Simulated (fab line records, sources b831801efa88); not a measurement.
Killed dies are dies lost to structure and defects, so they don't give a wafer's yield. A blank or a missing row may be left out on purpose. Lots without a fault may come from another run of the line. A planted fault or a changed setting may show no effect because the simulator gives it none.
Problem report in the 8D (eight disciplines) form, filled by code | flow sky130 | the parts of the form that need people (team, actions taken, sign-off) are left out

1. THE PROBLEM
cd_nm at SKY_SD_P_CD_MEAS_07 reads a mean of 454.1 nm on 4 wafers of 3 lots; wafers without a fault read 379.8 nm with a standard deviation of 2.7. That is +28 standard deviations from the usual mean.
The step: target cd 380 nm.
First seen on wafer L398.4, day 27 18:19, on cd_sem-02. The record holds 34 wafers of 12 lots with a number at this step. Rule for "out", or "out of limits": more than 4 standard deviations from the usual mean. The other wafers with a number count as sound.

2. WHAT IT IS AND WHAT IT IS NOT
question                    | is                             | is not
which readings at this step | cd_nm                          | -
which lots                  | L398, L405, L406               | L396, L397, L399, L400, L413, L414, L415, L417, L418
which wafers of those lots  | L398.4, L405.2, L405.4, L406.2 | L398.3, L398.5, L406.3
read on which gauges        | cd_sem-01, cd_sem-02           | -
when                        | from day 27 18:19              | up to then (14 sound wafers); but 16 sound wafers of L406, L413, L414, L415, L417, L418 came after

3. SUSPECTS, AND WHAT RULES EACH OUT
Counting: a tool at a process step up to the reading stays a suspect if it ran every lot that is out. Sound lots after the first of them don't rule it out here, since some wafers of a struck lot are sound.
- the gauge at SKY_SD_P_CD_MEAS_07: ruled out. The wafers that are out were read on 2 gauges (cd_sem-01, cd_sem-02).
- litho_track-01 at SKY_SD_P_COAT_02 (resist thk 1140 nm): kept. It ran every lot that is out, first L398 (day 27 05:21); its last sound lot up to then is L399 (day 27 02:34).
Left after counting: litho_track-01 at SKY_SD_P_COAT_02.

4. THE CAUSE (what the simulator had put in)
Process parameter drift: litho_track-01, from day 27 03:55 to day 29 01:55, at SKY_SD_P_COAT_02. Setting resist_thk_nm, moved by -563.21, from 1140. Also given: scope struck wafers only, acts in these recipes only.
Counting left only this tool.

5. THE CHAIN OF EFFECTS, in route order
Each row: a reading whose mean over the struck wafers that have a number lies more than 3 standard deviations from the usual. Only readings for which the record gives a usual standard deviation are gone through. hours: the time from each lot's start at the first step in this table that gives one to its start at this step, as a median over the lots. sigmas: the change in usual standard deviations.
hours | step                | reading                  | usual      | on struck wafers | change | sigmas
0     | SKY_SD_P_CD_MEAS_07 | cd_nm                    | 379.8 nm   | 454.1            | +74.3  | +28
0     | SKY_SD_P_STRIP_10   | oes_product_au           | 0.617 a.u. | 0.544            | -0.073 | -15
0     | SKY_SD_P_STRIP_10   | strip_time_to_endpoint_s | 17.52 s    | 11.06            | -6.46  | -99 or more
The process steps in it:
- SKY_SD_P_STRIP_10: strips in O2/N2.
Later measuring or inspecting steps at which every struck wafer that the step has a row for has a number for every such reading, and none has moved that far: SKY_SD_P_OVL_MEAS_08, SKY_SD_P_TW_MEAS_11.

6. WHAT WOULD HAVE CAUGHT IT SOONER
In this record the first reading out of limits at a measuring or inspecting step was taken at day 27 18:19, 14 hours after the fault began at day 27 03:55.
Of the tool readings at SKY_SD_P_COAT_02 for which the record gives a usual standard deviation, none was out on any struck wafer, so an alarm limit of 4 standard deviations on them would not have fired.
Of the lots that are out (3), L405, L406 began SKY_SD_P_COAT_02 on litho_track-01 after day 27 18:19. A hold on the tool at that time would have spared those 2.
